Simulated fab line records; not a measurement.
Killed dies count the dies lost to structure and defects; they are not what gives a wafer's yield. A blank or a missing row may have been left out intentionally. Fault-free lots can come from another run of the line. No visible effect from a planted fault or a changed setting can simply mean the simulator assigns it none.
Which tool was responsible? ; flow gf180mcu ; Sampling: 14 lots, 41 wafers, 2 of 602 route steps

WHAT THE GAUGES SHOWED, per wafer
GF_V1_THK_MEAS_01. Usual: V1_CVD_00_THK gives 600 nm (standard deviation 7.4).
lot;measured;on;V1_CVD_00_THK (nm);flag
L697;day 16 21:52;filmMetro-03;600 604 619;
L699;day 17 20:43;filmMetro-02;603 619 606;
L700;day 18 01:55;filmMetro-02;593 601 596;
L701;day 18 07:11;filmMetro-02;606 608 593;
L703;day 19 05:58;filmMetro-02;599 602 595;
L704;day 19 14:52;filmMetro-01;594 611 596;
L707;day 20 23:21;filmMetro-03;586 591 581;
L708;day 21 08:55;filmMetro-02;601 602 609;
L709;day 21 13:19;filmMetro-01;596 593 594;
L714;day 23 12:32;filmMetro-02;610 598;
L715;day 24 01:31;filmMetro-02;591 591 601;
L716;day 24 05:08;filmMetro-01;595 599 602;
L718;day 24 19:59;filmMetro-01;602 593 593;
L719;day 24 20:47;filmMetro-02;591 611 610;

GF_V1_THK_MEAS_03. Usual: V1_CVD_02_THK gives 845 nm (standard deviation 10).
lot;measured;on;V1_CVD_02_THK (nm);flag
L697;day 16 21:59;filmMetro-02;857 851 843;
L699;day 17 20:50;filmMetro-01;840 842 853;
L700;day 18 02:05;filmMetro-03;835 837 826;
L701;day 18 07:19;filmMetro-01;828 821 857;
L703;day 19 06:05;filmMetro-01;836 843 841;
L704;day 19 14:59;filmMetro-02;829 843 844;
L707;day 20 23:29;filmMetro-03;838 858 851;
L708;day 21 09:02;filmMetro-03;845 851 860;
L709;day 21 13:26;filmMetro-03;850 853 837;
L714;day 23 12:40;filmMetro-03;849 863;
L715;day 24 01:39;filmMetro-01;846 832 845;
L716;day 24 05:16;filmMetro-03;858 840 855;
L718;day 24 20:07;filmMetro-03;846 850 837;
L719;day 24 20:55;filmMetro-01;843 852 860;

EACH LOT AND THE TOOL THAT RAN IT (in order: tool; ch and the chambers of the sampled wafers; start)
No process step before these readings appears in the record.

AS READ BY THE TOOLS THEMSELVES (means over the sampled wafers that have a number; for cases with no such wafer, the mark the record gives instead)
The record holds no such reading with a usual standard deviation.

THE ANSWER, worked out from the rows above alone
Rule: lot off if the mean of its wafers having a number is beyond 3 standard deviations from the usual mean. Also off: a lot with no number at a reading for which 4 or more lots have one. All remaining lots with rows at the step are treated as sound. Order of review: gauges by route order, followed by the tools' own readings, for which a lot's mean as printed above is used. The first step at which some lot is off is used, and at that step the reading that is off furthest; a lot without a number counts as furthest.
None of the lots is off at any reading shown; this tells nothing.

WHAT THE SIMULATOR HAD INSERTED
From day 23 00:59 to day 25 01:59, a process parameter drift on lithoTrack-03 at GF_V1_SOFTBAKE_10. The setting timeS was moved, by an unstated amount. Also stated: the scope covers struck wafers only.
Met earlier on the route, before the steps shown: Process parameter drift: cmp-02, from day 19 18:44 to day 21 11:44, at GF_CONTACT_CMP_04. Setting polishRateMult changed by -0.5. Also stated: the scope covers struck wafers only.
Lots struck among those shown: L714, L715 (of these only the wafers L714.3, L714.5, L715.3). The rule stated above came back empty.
